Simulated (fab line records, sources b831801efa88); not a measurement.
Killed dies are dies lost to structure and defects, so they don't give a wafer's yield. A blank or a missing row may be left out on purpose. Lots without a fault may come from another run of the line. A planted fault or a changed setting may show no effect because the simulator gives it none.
Which tool did it? | flow gf180mcu | 7 lots, 21 wafers sampled, at 3 steps of a route of 602

WHAT THE GAUGES READ, wafer by wafer
GF_V4_THK_MEAS_01.
lot  | measured     | on            | V4_CVD_00_THK (nm)
L992 | day 23 12:49 | film_metro-03 | 596 595 592
L996 | day 25 09:41 | film_metro-04 | 603 594 598
L998 | day 26 00:47 | film_metro-03 | 586 588 583
L104 | day 28 05:16 | film_metro-03 | 595 606 601
L109 | day 29 09:53 | film_metro-04 | 497 497 505
L111 | day 29 18:01 | film_metro-01 | 512 499 510
L114 | day 30 11:10 | film_metro-03 | 599 604 604

WHICH TOOL RAN EACH LOT (tool, then ch and the chambers of the sampled wafers, then the start)
lot  | GF_V3_CMP_04                  | GF_V4_CVD_00
L992 | cmp-02 ch 0,2,3, day 21 11:52 | hdpcvd-02 ch 1,2, day 23 12:44
L996 | cmp-01 ch 0,1, day 23 10:18   | hdpcvd-01 ch 0,2, day 25 09:36
L998 | cmp-02 ch 0,3, day 24 03:20   | hdpcvd-02 ch 1,2, day 26 00:43
L104 | cmp-02 ch 1,3, day 26 10:11   | hdpcvd-01 ch 0,1, day 28 05:10
L109 | cmp-02 ch 0,2,3, day 27 16:27 | hdpcvd-02 ch 0,1, day 29 09:49
L111 | cmp-02 ch 0,2,3, day 28 01:06 | hdpcvd-02 ch 0,1,2, day 29 17:57
L114 | cmp-01 ch 2,3, day 28 18:40   | hdpcvd-01 ch 0,2, day 30 11:05
- GF_V3_CMP_04: polishes SiO2.
- GF_V4_CVD_00: deposits SiO2, target thk 600 nm, time 100 s.

THE ANSWER, worked out from the rows above alone
Rule: what is usual is taken from the lots themselves. Put in order of their means at a reading, lots are off if they are a third of the lots or fewer, leave a main group of 4 or more, and stand apart from it by a gap of 3 or more times the standard deviation of the main group's means; of several such gaps the widest counts. A main group whose means are all the same, to the digits that the tables above print for the reading, isn't used. A lot without any number at a reading at which 4 lots or more have one is off too. The other lots that the step has rows for count as sound.
Off: L109, L111, at GF_V4_THK_MEAS_01 (V4_CVD_00_THK). The main group: mean 596 nm, standard deviation 5.9.
A tool fits if, at a process step before that reading, it ran every lot that is off, and no sound lot after the first of them. The gauges at GF_V4_THK_MEAS_01 are tried like those tools. Can't be told from this: 2 tools fit, cmp-02 at GF_V3_CMP_04, hdpcvd-02 at GF_V4_CVD_00.

WHAT THE SIMULATOR HAD PUT IN
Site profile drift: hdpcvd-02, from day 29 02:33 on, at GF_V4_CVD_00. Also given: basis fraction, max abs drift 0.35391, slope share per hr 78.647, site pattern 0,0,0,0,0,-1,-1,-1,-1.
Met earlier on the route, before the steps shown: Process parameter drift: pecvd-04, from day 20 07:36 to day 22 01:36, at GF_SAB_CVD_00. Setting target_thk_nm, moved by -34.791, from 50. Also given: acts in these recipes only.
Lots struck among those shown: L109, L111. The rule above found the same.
